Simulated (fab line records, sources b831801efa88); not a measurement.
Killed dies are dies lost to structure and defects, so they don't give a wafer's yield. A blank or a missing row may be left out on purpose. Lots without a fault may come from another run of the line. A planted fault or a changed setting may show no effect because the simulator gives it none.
Problem report in the 8D (eight disciplines) form, filled by code | flow sky130 | the parts of the form that need people (team, actions taken, sign-off) are left out

1. THE PROBLEM
run_length_s at SKY_FIELD_ISO_ETCH_17 reads a mean of 113.4 s on 4 wafers of 3 lots; wafers without a fault read 126.1 s with a standard deviation of 0.53. That is -24 standard deviations from the usual mean.
The step: etches Si in HBr/Cl2/O2, target depth 342 nm, time 97.7 s.
First seen on wafer L679.4, day 3 19:20, on rie_si-01. The record holds 21 wafers of 7 lots with a number at this step. Rule for "out", or "out of limits": more than 4 standard deviations from the usual mean. The other wafers with a number count as sound.

2. WHAT IT IS AND WHAT IT IS NOT
question                    | is                             | is not
which readings at this step | run_length_s                   | drypump_motor_current_A, mfc_cl2_sccm, oes_product_au, throttle_valve_pct
which lots                  | L679, L681, L682               | L674, L676, L690, L692
which wafers of those lots  | L679.4, L679.5, L681.4, L682.4 | L679.2, L681.3, L681.6, L682.1, L682.3
read on which tools         | rie_si-01                      | rie_si-02
when                        | from day 3 19:20               | up to then (7 sound wafers); but 10 sound wafers of L681, L682, L690, L692 came after

3. SUSPECTS, AND WHAT RULES EACH OUT
Counting: a tool at a process step up to the reading stays a suspect if it ran every lot that is out. Sound lots after the first of them don't rule it out here, since some wafers of a struck lot are sound.
- rie_si-01 at SKY_FIELD_ISO_ETCH_17 (etches Si in HBr/Cl2/O2, target depth 342 nm, time 97.7 s): kept. It ran every lot that is out, first L679 (day 3 19:20); its last sound lot up to then is L676 (day 3 02:05). Its own readings are out on those wafers: run_length_s.
Left after counting: rie_si-01 at SKY_FIELD_ISO_ETCH_17.

4. THE CAUSE (what the simulator had put in)
Process parameter drift: rie_si-01, from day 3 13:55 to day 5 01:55, at SKY_FIELD_ISO_ETCH_17. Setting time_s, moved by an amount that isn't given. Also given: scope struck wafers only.
Counting left only this tool.

5. THE CHAIN OF EFFECTS, in route order
Each row: a reading whose mean over the struck wafers that have a number lies more than 3 standard deviations from the usual. Only readings for which the record gives a usual standard deviation are gone through. hours: the time from each lot's start at the first step in this table that gives one to its start at this step, as a median over the lots. sigmas: the change in usual standard deviations.
hours | step                  | reading      | usual   | on struck wafers | change | sigmas
0     | SKY_FIELD_ISO_ETCH_17 | run_length_s | 126.1 s | 113.4            | -12.7  | -24
The process steps in it:
- SKY_FIELD_ISO_ETCH_17: etches Si in HBr/Cl2/O2, target depth 342 nm, time 97.7 s.

6. WHAT WOULD HAVE CAUGHT IT SOONER
In this record the first reading out of limits was taken at day 3 19:20, 5 hours after the fault began at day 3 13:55.
